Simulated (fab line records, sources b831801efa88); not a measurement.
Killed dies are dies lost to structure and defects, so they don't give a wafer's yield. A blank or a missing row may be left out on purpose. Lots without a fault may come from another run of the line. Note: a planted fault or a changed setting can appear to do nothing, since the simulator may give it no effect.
Chamber matching / flow gf180mcu / 4 sister chambers for GF_V4_CMP_26 on cmp-02
The step polishes, stops on SiO2, t overpolish 15 s, target thk 0 nm. 8 wafers are shown with their chamber, then 7 later ones without.

== EACH WAFER AND ITS CHAMBER ==
wafer=L477.1; chamber=3; motor-current-A (A)=10.3; time-to-endpoint-s (s)=84
wafer=L486.3; chamber=2; motor-current-A (A)=9.8; time-to-endpoint-s (s)=94
wafer=L492.5; chamber=3; motor-current-A (A)=10.1; time-to-endpoint-s (s)=86
wafer=L493.1; chamber=0; motor-current-A (A)=11.7; time-to-endpoint-s (s)=87
wafer=L493.2; chamber=1; motor-current-A (A)=10.9; time-to-endpoint-s (s)=84
wafer=L493.3; chamber=2; motor-current-A (A)=9.9; time-to-endpoint-s (s)=87
wafer=L497.1; chamber=0; motor-current-A (A)=11.9; time-to-endpoint-s (s)=88
wafer=L497.4; chamber=1; motor-current-A (A)=10.2; time-to-endpoint-s (s)=88

== WAFERS WHOSE CHAMBER IS MISSING ==
wafer=L497.5; motor-current-A (A)=10.7; time-to-endpoint-s (s)=88
wafer=L499.1; motor-current-A (A)=10.0; time-to-endpoint-s (s)=92
wafer=L499.4; motor-current-A (A)=11.3; time-to-endpoint-s (s)=89
wafer=L499.5; motor-current-A (A)=9.4; time-to-endpoint-s (s)=91
wafer=L498.3; motor-current-A (A)=11.0; time-to-endpoint-s (s)=86
wafer=L498.4; motor-current-A (A)=10.2; time-to-endpoint-s (s)=86
wafer=L498.5; motor-current-A (A)=10.7; time-to-endpoint-s (s)=88

== WHICH CHAMBER EACH WENT THROUGH ==
wafer=L497.5; from the rows above=can't be placed: 1 or 3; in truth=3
wafer=L499.1; from the rows above=can't be placed: 2 or 3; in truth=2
wafer=L499.4; from the rows above=can't be placed: 0 or 1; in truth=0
wafer=L499.5; from the rows above=can't be placed: 2 or 3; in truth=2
wafer=L498.3; from the rows above=can't be placed: 1 or 3 or 0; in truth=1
wafer=L498.4; from the rows above=can't be placed: 3 or 1 or 2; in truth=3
wafer=L498.5; from the rows above=can't be placed: 1 or 3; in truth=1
Correctly placed: 0 of 7. Cannot be placed on the basis of these rows: 7; the candidates contain the true chamber in 7. Placed wrongly: 0.
How it was worked out, from the rows above alone: a wafer's distance from a chamber is the root of the sum, over the readings, of the square of ((its reading less the chamber's mean) divided by the reading's scatter). The wafer belongs to the nearest chamber; if the next one is less than 2 further off, it can't be placed. The mean given for a chamber averages the wafers shown for that chamber. The scatter: take each reading less its chamber's mean, square it, sum over the shown wafers, divide by the number of wafers less the number of chambers, and take the root.
